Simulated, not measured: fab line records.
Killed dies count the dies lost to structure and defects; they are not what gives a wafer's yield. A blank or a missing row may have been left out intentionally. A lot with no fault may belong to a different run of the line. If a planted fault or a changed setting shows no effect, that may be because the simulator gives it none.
fab line records | flow sfqLine
record lots=14 wafers=40 lastDay=82
route steps=325 shown M1@70 M2@89 I2@104
lots that met no fault: taken from a fault-free run of the same line
startH: hours from the record's first day to the start of the lot's first wafer shown | waitH: hours elapsed since this lot's preceding step | " repeats the value in the row above | L1.1+2: a single row standing in for several wafers | - no value, or no start given | * or withheld: withheld | < > ~ a bound
route shown NAME@n: NAME is a module with steps in the file, n the number in the route of the first one | usual: average and standard deviation across the fault-free wafers | same: alike in all rows | chamber/n: place in a boat | sites: the reading at each site | _std_site: standard deviation across them | _edge_site: outer sites' mean less inner sites' | radiusMm: how far each site lies from the wafer's centre | mask NAME#n: copy n | behind: the last tool/chamber to shape the wafer | hold: the reason the lot was held/the length of the hold in hours/how it ended | device: the n, p or np transistor that did not switch | end of line: at the end of the route, the tests of the same wafers | for a step that has no rows: nothing shown but its recipe | killed: dies that structure and defects cost at the first sort, which is not the same as the wafer's yield | map: a wafer's dies, marking killed ones x, the rest . and places with no die _
set.NAME: the run value of the setting; set.NAME@STEP: its run value at that earlier step | model.NAME: the simulator's own value behind a step, which no gauge read
steps of the route over a sample of lots; a table a step, a row a wafer
services: when a tool's chamber went out of use (startH, in hours from the record's first day, below 0 if earlier), for how many hours, and the reason
## steps
# step SFQ_TRILAYER_M1_ETCH_METAL_ETCH_042
# recipe target=Nb stopOn=SiO2 maskMaterial=PR chemistry=Cl2/Ar targetDepthNm=240 icpW=600 biasW=80 pressureMtorr=10 timeS=120
# usual drypumpMotorCurrentA=5.7/0.52 oesProductAu=0.896/0.0077
# columns lot.wafer tool chamber startH waitH drypumpMotorCurrentA oesProductAu rfHoursCounterH
L922.2 rieMetal-02 1 328.70 0.0 5.9 0.884 11
L922.5 " 0 " " 6.6 0.886 -
L922.6 " 1 " " 5.9 0.890 -
L923.2 rieMetal-01 0 329.43 0.0 5.3 0.893 70
L923.5 " 0 " " 5.3 0.900 -
L923.6 " 1 " " 5.7 0.898 -
L924.1 rieMetal-03 1 330.63 0.0 5.0 0.897 118
L924.4 " 1 " " 5.0 0.917 -
L924.5 " 0 " " 6.0 0.913 -
L925.1 rieMetal-01 1 331.83 0.0 5.7 0.889 46
L925.2 " 0 " " 5.3 0.896 70
L925.3 " 0 " " 5.3 0.889 -
L928.1 rieMetal-03 1 428.26 0.0 5.0 0.903 133
L928.3 " 0 " " 6.0 0.903 -
L928.6 " 1 " " 5.0 0.905 -
L929.1 rieMetal-02 0 435.58 0.0 6.6 0.904 134
L929.5 " 0 " " 6.6 0.899 -
L929.6 " 1 " " 5.9 0.909 -
L932.1 rieMetal-03 1 465.44 0.0 5.0 0.887 139
L932.3 " 0 " " 6.0 0.882 -
L932.5 " 1 " " 5.0 0.889 -
L933.2 rieMetal-01 0 476.24 0.0 5.3 0.896 92
L933.3 " 0 " " 5.3 0.893 -
L933.6 " 1 " " 5.6 0.901 -
L935.1 rieMetal-01 0 498.97 0.0 5.3 0.910 95
L935.5 " 1 " " 5.7 0.908 -
L935.6 " 0 " " 5.3 0.906 -
L936.1 rieMetal-01 0 506.30 0.0 5.3 0.895 96
L936.2 " 1 " " 5.7 0.893 70
L936.3 " 1 " " 5.7 0.894 -
L937.3 rieMetal-03 1 513.64 0.1 5.0 0.887 -
L937.4 " 0 " " 6.0 0.898 -
L937.6 " 1 " " 5.0 0.899 -
L938.2 rieMetal-03 0 523.19 0.0 6.0 0.904 56
L938.5 " 0 " " 6.0 0.906 -
L938.6 " 1 " " 5.0 0.899 -
L941.1 rieMetal-03 0 543.59 0.0 5.9 0.903 59
L941.3 " 1 " " 5.0 0.901 -
L941.6 " 0 " " 6.0 0.903 -
L943.3 rieMetal-03 1 552.04 0.1 5.0 0.893 -
# step SFQ_TRILAYER_M2_DEP_SPUTTER_055
# recipe material=Nb basePressurePa=1.33e-06 chamberPressurePa=0.1333 substrateTempC=20 resputterCathodeVoltageV=400 targetThkNm=200 powerW=2000 timeS=133.3
# usual throttleValvePct=29.8/0.87
# columns lot.wafer tool chamber startH waitH throttleValvePct
L922.2 pvdSputter-03 - 473.56 0.0 30.5
L922.5 " - " " 30.3
L922.6 " - " " 29.3
L923.2 pvdSputter-03 - 481.87 0.0 30.3
L923.5 " - " " 29.4
L923.6 " - " " 28.8
L924.1 pvdSputter-04 - 491.47 0.0 28.7
L924.4 " - " " 30.5
L924.5 " - " " 29.8
L925.1 pvdSputter-03 - 496.27 0.0 30.6
L925.2 " - " " 31.8
L925.3 " - " " 29.1
L928.1 pvdSputter-06 - 603.79 0.0 29.1
L928.3 " - " " 29.2
L928.6 " - " " 29.1
L929.1 pvdSputter-06 - 609.93 0.0 30.0
L929.5 " - " " 29.2
L929.6 " - " " 29.3
L932.1 pvdSputter-03 - 634.02 0.0 30.4
L932.3 " - " " 29.0
L932.5 " - " " 31.7
L933.2 pvdSputter-03 - 642.42 0.0 30.6
L933.3 " - " " 29.1
L933.6 " - " " 31.9
L935.1 pvdSputter-04 - 659.47 0.0 30.7
L935.5 " - " " 30.3
L935.6 " - " " 29.2
L936.1 pvdSputter-06 - 665.47 0.0 29.1
L936.2 " - " " 29.3
L936.3 " - " " 29.4
L937.3 pvdSputter-06 - 672.67 0.0 29.1
L937.4 " - " " 29.3
L937.6 " - " " 30.0
L938.2 pvdSputter-03 - 684.24 0.0 29.5
L938.5 " - " " 30.4
L938.6 " - " " 29.2
L941.1 pvdSputter-04 - 704.62 0.0 28.4
L941.3 " - " " 29.9
L941.6 " - " " 29.4
L943.3 pvdSputter-04 - 714.22 0.0 30.5
# step SFQ_TRILAYER_I2_CMP_CMP_064
# recipe material=SiO2 downForcePsi=3 platenRpm=60 padVelocityMS=0.94248
# usual motorCurrentA=10.7/0.47 slurryFilterDpKPa=13.49/0.13 timeToEndpointS=214/6.2
# columns lot.wafer tool chamber startH waitH motorCurrentA slurryFilterDpKPa timeToEndpointS
L922.2 cmp-01 3 479.99 2.9 10.5 13.75 197
L922.5 " 2 481.49 4.3 10.1 13.42 210
L922.6 " 3 " " 10.5 13.35 205
L923.2 cmp-02 0 504.55 0.0 10.2 13.60 218
L923.5 " 0 506.55 2.0 9.7 13.39 228
L923.6 " 1 " " 10.5 13.51 230
L924.4 cmp-01 2 505.75 0.0 10.6 13.60 220
L924.1 " 0 506.75 1.0 10.5 13.48 208
L924.5 " 2 507.75 2.0 10.3 13.45 213
L925.1 cmp-02 0 511.23 0.0 10.0 13.56 207
L925.3 " 1 " " 9.5 13.53 214
L925.2 " 3 512.73 1.5 11.0 13.67 215
L928.1 cmp-02 2 608.07 0.2 11.5 13.47 210
L928.3 " 1 609.57 1.7 10.0 13.60 215
L928.6 " 3 610.57 2.7 11.2 13.72 217
L929.1 cmp-01 2 615.51 0.6 10.4 13.45 219
L929.6 " 2 617.51 2.6 10.8 13.46 217
L929.5 " 3 " " 10.9 13.73 223
L932.1 cmp-01 2 639.80 2.2 10.8 13.22 217
L932.3 " 0 640.80 3.2 11.2 13.58 216
L932.5 " 2 641.80 4.2 10.4 13.70 221
L933.2 cmp-01 2 648.80 2.8 11.5 13.60 208
L933.3 " 1 650.30 4.3 11.2 13.43 201
L933.6 " 3 651.30 5.3 10.4 13.57 207
L935.1 cmp-02 1 676.61 7.5 9.9 13.57 210
L935.5 " 2 " " 11.8 13.38 220
L935.6 " 3 " " 10.1 13.46 213
L936.2 cmp-01 1 678.18 3.3 10.4 13.42 210
L936.1 " 2 " " 10.7 13.58 210
L936.3 " 0 679.68 4.8 11.1 13.26 209
L937.3 cmp-01 3 684.68 3.6 11.1 13.53 204
L937.4 " 0 " " 10.6 13.25 209
L937.6 " 3 686.68 5.6 10.9 13.63 286
L938.2 cmp-01 0 690.18 2.0 11.0 13.19 205
L938.5 " 0 692.18 4.0 11.0 13.49 286
L938.6 " 1 " " 10.9 13.47 283
L941.1 cmp-02 1 710.60 2.4 10.1 13.40 212
L941.3 " 3 711.60 3.4 10.9 13.55 210
L941.6 " 0 " " 9.9 13.19 215
L943.3 cmp-01 1 721.20 1.7 10.5 13.73 215
# step SFQ_TRILAYER_I2_METRO_MEASURE_065
# usual thkNm=199.5/0.89
# columns lot.wafer tool chamber startH waitH thkNm
L922.2 filmMetro-04 - 482.81 0.3 199.1
L922.5 " - " " 199.9
L922.6 " - " " 198.2
L923.2 filmMetro-04 - 507.87 0.3 198.3
L923.5 " - " " 199.0
L923.6 " - " " 200.0
L924.1 filmMetro-03 - 508.87 0.1 199.1
L924.4 " - " " 199.4
L924.5 " - " " 199.8
L925.1 filmMetro-01 - 514.35 0.1 200.8
L925.2 " - " " 200.5
L925.3 " - " " 200.2
L928.1 filmMetro-03 - 611.19 0.1 199.7
L928.3 " - " " 201.3
L928.6 " - " " 200.5
L929.1 filmMetro-01 - 618.63 0.1 199.8
L929.5 " - " " 200.5
L929.6 " - " " 199.9
L932.1 filmMetro-04 - 642.92 0.1 200.2
L932.3 " - " " 199.1
L932.5 " - " " 200.4
L933.2 filmMetro-03 - 652.12 0.3 200.8
L933.3 " - " " 199.1
L933.6 " - " " 198.0
L935.1 filmMetro-04 - 678.23 0.1 200.4
L935.5 " - " " 198.8
L935.6 " - " " 200.0
L936.1 filmMetro-01 - 681.30 0.1 198.1
L936.2 " - " " 198.9
L936.3 " - " " 199.2
L937.3 filmMetro-01 - 687.70 0.5 198.8
L937.4 " - " " 199.0
L937.6 " - " " 305.8
L938.2 filmMetro-03 - 693.50 0.3 197.6
L938.5 " - " " 305.5
L938.6 " - " " 305.3
L941.1 filmMetro-04 - 713.22 0.1 200.6
L941.3 " - " " 199.3
L941.6 " - " " 200.3
L943.3 filmMetro-04 - 723.22 0.5 198.7
# step SFQ_TRILAYER_I2_VIA_ETCH_VIA_ETCH_070
# recipe target=SiO2 stopOn=Nb maskMaterial=PR taperDeg=20 chemistry=CHF3 targetDepthNm=260 sourceW=500 biasW=80 pressureMtorr=30 timeS=withheld
# usual drypumpMotorCurrentA=5.7/0.38 oesProductAu=0.853/0.0048
# columns lot.wafer tool chamber startH waitH drypumpMotorCurrentA oesProductAu
L922.2 rieDiel-01 2 486.13 0.0 5.7 0.845
L922.5 " 3 " " 5.1 0.853
L922.6 " 2 " " 5.7 0.850
L923.2 rieDiel-03 1 511.83 0.0 5.5 0.850
L923.5 " 0 " " 6.4 0.852
L923.6 " 1 " " 5.5 0.852
L924.1 rieDiel-01 0 516.58 0.0 5.8 0.854
L924.4 " 3 " " 5.1 0.850
L924.5 " 3 " " 5.2 0.857
L925.1 rieDiel-03 2 517.88 0.0 5.4 0.858
L925.2 " 1 " " 5.5 0.866
L925.3 " 0 " " 6.3 0.861
L928.1 rieDiel-03 0 615.75 0.0 6.3 0.853
L928.3 " 3 " " 5.7 0.858
L928.6 " 2 " " 5.4 0.860
L929.1 rieDiel-03 3 622.15 0.0 5.8 0.855
L929.5 " 1 " " 5.5 0.867
L929.6 " 2 " " 5.4 0.859
L932.1 rieDiel-03 1 654.96 0.0 5.6 0.852
L932.3 " 0 " " 6.3 0.849
L932.5 " 3 " " 5.7 0.856
L933.2 rieDiel-03 0 663.36 0.0 6.3 0.857
L933.3 " 3 " " 5.7 0.844
L933.6 " 2 " " 5.4 0.854
L935.1 rieDiel-03 2 682.36 0.0 5.4 0.852
L935.5 " 2 " " 5.4 0.849
L935.6 " 3 " " 5.7 0.850
L936.1 rieDiel-04 2 684.82 0.0 5.6 0.846
L936.2 " 3 " " 5.6 0.851
L936.3 " 1 " " 4.8 0.848
L937.3 rieDiel-03 2 690.82 0.0 5.5 0.851
L937.4 " 1 " " 5.5 0.857
L937.6 " 1 " " 5.6 1.006
L938.2 rieDiel-04 2 699.22 0.0 5.5 0.848
L938.5 " 3 " " 5.5 0.998
L938.6 " 0 " " 6.1 1.000
L941.1 rieDiel-03 2 717.34 0.0 5.4 0.852
L941.3 " 3 " " 5.7 0.845
L941.6 " 3 " " 5.7 0.856
L943.3 rieDiel-01 1 737.63 0.0 5.8 0.849
# step SFQ_TRILAYER_I2_VIA_STRIP_STRIP_071
# recipe gas=O2 powerW=200 platenTempC=40 overashFraction=0.65 chemistry=O2 pressureMtorr=50
# usual drypumpMotorCurrentA=5.8/0.53 oesProductAu=1.000/0.0065
# columns lot.wafer tool chamber startH waitH drypumpMotorCurrentA oesProductAu rfHoursCounterH
L922.2 rieMetal-03 0 486.25 - 5.9 0.997 50
L922.5 " 0 " " 6.0 1.009 -
L922.6 " 1 " " 5.0 0.990 -
L923.2 rieMetal-02 1 511.94 - 6.0 0.995 36
L923.5 " 1 " " 5.9 0.995 -
L923.6 " 0 " " 6.6 0.993 -
L924.1 rieMetal-04 1 516.70 - 5.3 1.001 35
L924.4 " 0 " " 6.2 0.999 -
L924.5 " 0 " " 6.2 1.000 -
L925.1 rieMetal-02 0 517.99 - 6.6 1.005 146
L925.2 " 1 " " 6.0 0.990 38
L925.3 " 1 " " 6.0 0.999 -
L928.1 rieMetal-04 0 615.86 - 6.2 0.985 41
L928.3 " 1 " " 5.3 0.996 -
L928.6 " 0 " " 6.2 0.994 -
L929.1 rieMetal-03 1 622.26 - 5.0 0.989 3
L929.5 " 0 " " 6.0 1.008 -
L929.6 " 1 " " 5.0 0.999 -
L932.1 rieMetal-02 0 655.08 - 6.6 0.989 8
L932.3 " 0 " " 6.6 0.987 -
L932.5 " 0 " " 6.6 0.998 -
L933.2 rieMetal-03 1 663.48 - 5.0 0.997 10
L933.3 " 0 " " 6.0 0.993 -
L933.6 " 0 " " 5.9 0.999 -
L935.1 rieMetal-02 0 682.48 - 6.6 0.999 13
L935.5 " 0 " " 6.6 0.992 -
L935.6 " 1 " " 6.0 1.002 -
L936.1 rieMetal-03 0 684.94 - 6.0 1.001 82
L936.2 " 1 " " 5.0 0.987 14
L936.3 " 1 " " 5.0 0.998 -
L937.3 rieMetal-03 1 691.14 - 5.0 0.995 -
L937.4 " 0 " " 6.0 0.987 -
L937.6 " 1 " " 5.0 0.998 -
L938.2 rieMetal-04 0 699.34 - 6.2 1.004 55
L938.5 " 1 " " 5.3 1.006 -
L938.6 " 0 " " 6.2 0.998 -
L941.1 rieMetal-04 1 717.46 - 5.3 0.994 63
L941.3 " 0 " " 6.2 0.996 -
L941.6 " 0 " " 6.2 1.000 -
L943.3 rieMetal-03 0 737.94 - 5.9 1.000 -
## services
# columns tool chamber startH hours kind
pvdSputter-03 - 319.82 3.9 repair
pvdSputter-03 - 320.18 6.4 repair
cmp-01 - 327.40 6.2 pm
pvdSputter-03 - 400.26 8.8 repair
cmp-01 - 409.95 2.2 repair
rieDiel-03 1 413.15 50.3 repair
pvdSputter-03 - 433.06 1.2 repair
rieMetal-03 0 443.73 8.6 repair
rieMetal-02 0 455.97 6.4 repair
cmp-01 - 456.82 1.7 repair
rieMetal-02 1 461.80 3.8 repair
cmp-01 - 470.50 2.1 repair
cmp-01 - 498.24 0.5 repair
rieDiel-03 3 538.67 9.7 repair
cmp-01 - 540.41 16.7 pm
pvdSputter-03 - 558.97 1.6 repair
cmp-01 - 572.02 1.1 repair
cmp-01 - 573.10 4.0 pm
rieDiel-03 - 577.37 28.1 pm
rieDiel-03 0 607.03 4.9 repair
cmp-01 - 609.42 0.8 repair
rieMetal-03 0 616.56 1.3 repair
rieDiel-03 1 623.21 5.5 repair
rieDiel-03 - 631.24 0.6 repair
## key
firstSign step=SFQ_TRILAYER_I2_CMP_CMP_064 reading=timeToEndpointS direction=up sigmas=11 usual=* struck=*
effect step=SFQ_TRILAYER_I2_METRO_MEASURE_065 reading=thkNm direction=up sigmas=99+ usual=199.5 struck=305.5
effect step=SFQ_TRILAYER_I2_VIA_ETCH_VIA_ETCH_070 reading=oesProductAu direction=up sigmas=31 usual=0.853 struck=1.001
metAt SFQ_TRILAYER_I2_CMP_CMP_064
struckLots L937,L938
struckWafers L937.6,L938.5,L938.6
notActingAt SFQ_TRILAYER_M1_ETCH_METAL_ETCH_042,SFQ_TRILAYER_M2_DEP_SPUTTER_055,SFQ_TRILAYER_I2_VIA_STRIP_STRIP_071
onsetBetween 678.18 684.68
fault kind=processParameterDrift tool=cmp-01 chamber=- onsetH=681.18 steps=SFQ_TRILAYER_I2_CMP_CMP_064 channel=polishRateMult offset=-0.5 shape=step endH=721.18 scope=struckWafersOnly
